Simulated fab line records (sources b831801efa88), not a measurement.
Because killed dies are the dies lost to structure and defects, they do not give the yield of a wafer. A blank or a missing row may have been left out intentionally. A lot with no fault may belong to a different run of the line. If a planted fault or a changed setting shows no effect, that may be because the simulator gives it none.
One fault seen from 2 desks || flow sky130 || what lay behind the numbers comes last; until then each desk has only its own

== FROM THE METROLOGY DESK ==
Lot by lot, what the gauges showed, no matter which tool ran the lot: averages of those sampled wafers that carry a number. Any lot whose mean is over 4 standard deviations away from the usual mean is out of limits and marked OUT; that distance is given in the brackets.
Columns: A = SD_P_TW at SKY_SD_P_TW_MEAS_11, usual 2799; B = SD_P_RS at SKY_SD_N_RS_MEAS_17, usual 147.1 ohm/sq
{"lot": "L634", "first seen here": "day 24 20:28", "A": 2798, "B": 147.2}
{"lot": "L635", "first seen here": "day 25 05:55", "A": 2820, "B": 147.0}
{"lot": "L636", "first seen here": "day 25 20:36", "A": 2810, "B": 146.8}
{"lot": "L637", "first seen here": "day 26 04:11", "A": 2817, "B": 147.5}
{"lot": "L638", "first seen here": "day 26 14:32", "A": 2781, "B": 146.8}
{"lot": "L639", "first seen here": "day 26 19:29", "A": 2778, "B": 147.6}
{"lot": "L640", "first seen here": "day 27 11:17", "A": 2798, "B": 147.3}
{"lot": "L641", "first seen here": "day 27 15:34", "A": 2777, "B": 146.3}
{"lot": "L642", "first seen here": "day 28 05:05", "A": 2801, "B": 147.0}
{"lot": "L648", "first seen here": "day 30 09:44", "A": "2541 (-14) OUT", "B": "168.4 (+53) OUT"}
{"lot": "L649", "first seen here": "day 30 18:17", "A": "2549 (-13) OUT", "B": "168.4 (+53) OUT"}
{"lot": "L651", "first seen here": "day 31 11:04", "A": "2560 (-13) OUT", "B": "169.0 (+55) OUT"}
{"lot": "L656", "first seen here": "day 32 20:36", "A": 2823, "B": 147.2}
This desk's finding: out of limits on L648, L649, L651; first on L648, day 30 09:44 (SD_P_TW at SKY_SD_P_TW_MEAS_11). L634, L635, L636, L637, L638, L639, L640, L641, L642, L656: within limits.

== TOOL OWNER'S DESK, implanter-02 ==
The tool's own readings at SKY_SD_P_IMPLANT_09: means of the sampled wafers that have a number, for each lot that ran on this tool. Any lot whose mean is over 4 standard deviations away from the usual mean is out of limits and marked OUT; that distance is given in the brackets.
Columns: A = beamEnergyKeV at SKY_SD_P_IMPLANT_09, usual 19.999; B = endStationPressureTorr at SKY_SD_P_IMPLANT_09, usual 1.4e-05 Torr
{"lot": "L636", "first seen here": "day 25 20:23", "A": 20.000, "B": 1.5e-05}
{"lot": "L637", "first seen here": "day 26 03:58", "A": 19.996, "B": 1.4e-05}
{"lot": "L639", "first seen here": "day 26 19:14", "A": 19.997, "B": 1.4e-05}
{"lot": "L641", "first seen here": "day 27 15:21", "A": 19.998, "B": 1.5e-05}
{"lot": "L648", "first seen here": "day 30 09:30", "A": "14.602 (-99 or more) OUT", "B": 1.4e-05}
{"lot": "L649", "first seen here": "day 30 18:02", "A": "14.595 (-99 or more) OUT", "B": 1.4e-05}
{"lot": "L651", "first seen here": "day 31 10:49", "A": "14.596 (-99 or more) OUT", "B": 1.5e-05}
This desk's verdict: out of limits on L648, L649, L651, starting with L648 at day 30 09:30 (beamEnergyKeV at SKY_SD_P_IMPLANT_09). L636, L637, L639, L641: within limits.

== TAKEN TOGETHER ==
The tool owner's desk had the chance to raise an alarm at day 30 09:30 on L648, L649, L651.
On L648, L649, L651, the metrology desk was in a position to raise an alarm at day 30 09:44.
Of the lots named, all ran SKY_SD_P_IMPLANT_09 on implanter-02.

== WHAT WAS PUT IN BY THE SIMULATOR ==
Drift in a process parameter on implanter-02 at SKY_SD_P_IMPLANT_09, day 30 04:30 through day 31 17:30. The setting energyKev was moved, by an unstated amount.
Shown lots that were struck: L648, L649, L651.
Hours from the fault's start to each desk's first reading out of limits: the tool owner's desk, 5; the metrology desk, 5.
